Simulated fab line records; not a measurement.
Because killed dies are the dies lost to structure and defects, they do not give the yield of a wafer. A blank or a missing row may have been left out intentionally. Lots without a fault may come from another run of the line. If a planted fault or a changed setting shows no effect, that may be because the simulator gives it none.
A lot that was struck, set against a sound lot	flow gf180mcu	15 steps out of a route of 602
Sound: these wafers, L823.2, L823.3, L823.5. The struck wafers were L828.1, L828.2, L828.3. The cause comes at the end.
At each step with rows: each side's tool, then ch and its chambers, then its first start. Under that, the readings that differ: sound wafers	struck wafers	difference of the means	sigmas: that difference in standard deviations of wafers without a fault.
alike: readings whose means differ by less than 2 such deviations, and words and numbers that are the same on both sides. not compared: withheld readings, readings that some wafer has no value for, bounds like >300 that may hide the same value, and numbers for which the record gives no deviation and whose values overlap.
A row with sigmas, a row that says differs or no value, or rows on one side alone: a step with any of these is where the two part. Numbers that don't overlap but have no deviation are shown without sigmas and don't part them. A reading missing from all wafers of one side parts the sides only when that side holds two or more wafers.

GF_M2_SPUTTER_04: material TiN, target thk 50 nm, time 41.7 s.
  sound on pvdSputter-03, day 18 13:59; struck on pvdSputter-04, day 20 09:19
  alike: throttleValvePct
GF_M2_RS_MEAS_05: measures by four-point-probe.
  sound on filmMetro-01, day 18 14:03; struck on filmMetro-02, day 20 09:22
  alike: M2_ALCU_RS
GF_M2_THK_MEAS_06: measures by xrf.
  sound on filmMetro-01, day 18 14:10; struck on filmMetro-02, day 20 09:29
reading	sound	struck	difference	sigmas
M2_ALCU_THK (nm)	445 448 454	464 460 460	+12	+2
then, 7 steps without rows for these wafers: GF_M2_DEHYDRATE_07 (time 60 s); GF_M2_HMDS_08 (prime time 60 s); GF_M2_COAT_09 (resist thk 1000 nm); GF_M2_SOFTBAKE_10 (time 60 s); GF_M2_EXPOSE_11 (exposes mask Metal2, target cd 280 nm); GF_M2_PEB_12 (peb time 90 s); GF_M2_DEVELOP_13 (develop time 60 s).
GF_M2_CD_MEAS_14: the cd target is 280 nm.
  sound on cdSem-02, day 19 14:16; struck on cdSem-02, day 21 08:33
reading	sound	struck	difference	sigmas
cdNm (nm)	282.1 283.1 283.0	280.7 279.1 280.0	-2.8	-2
GF_M2_OVL_MEAS_15:
  sound on overlay-02, day 19 14:22; struck on overlay-01, day 21 08:40
  alike: M2_OVL
GF_M2_METAL_ETCH_16: etches the open film in Cl2/BCl3, stops on SiO2, target depth 627.5 nm, time 104.6 s.
  sound on rieMetal-02 ch 0, day 19 14:26; struck on rieMetal-01 ch 0,1, day 21 08:42
reading	sound	struck	difference	sigmas
oesProductAu (a.u.)	0.967 0.957 0.973	1.008 0.986 1.007	+0.035	+5
runLengthS (s)	133.4 133.8 133.6	118.8 118.3 118.4	-15.1	-42
throttleValvePct (%)	28.257 28.248 28.244	28.235 28.219 28.216	-0.026	-3
model.M2.featureDepthNm (nm)	599 597.9 605.7	541.3 532.1 540.7	-62.8	
model.etch.depthNm (nm)	599 597.9 605.7	541.3 532.1 540.7	-62.8	
model.KrF_of_M2_COAT_09.thkNm (nm)	737.4 744.6 740.8	764.3 771.6 770.6	+27.9	
  alike: drypumpMotorCurrentA
  not compared: rfHoursCounterH
GF_M2_STRIP_17: strips in O2/N2.
  sound on plasmaAsher-04 ch 0,1, day 19 14:38; struck on plasmaAsher-03 ch 0,1, day 21 08:49
reading	sound	struck	difference	sigmas
stripTimeToEndpointS (s)	7.89 7.97 7.93	8.17 8.22 8.22	+0.27	+7
  alike: drypumpMotorCurrentA, heaterPowerW, oesProductAu
  not compared: rfHoursCounterH
then, 1 step without rows for these wafers: GF_M2_STRIP_18 (strips in post etch residue remover, time 1200 s).

WHERE THEY PART
At GF_M2_THK_MEAS_06 first; at GF_M2_STRIP_17 last (within this record only).

WHY: the cause the simulator had injected
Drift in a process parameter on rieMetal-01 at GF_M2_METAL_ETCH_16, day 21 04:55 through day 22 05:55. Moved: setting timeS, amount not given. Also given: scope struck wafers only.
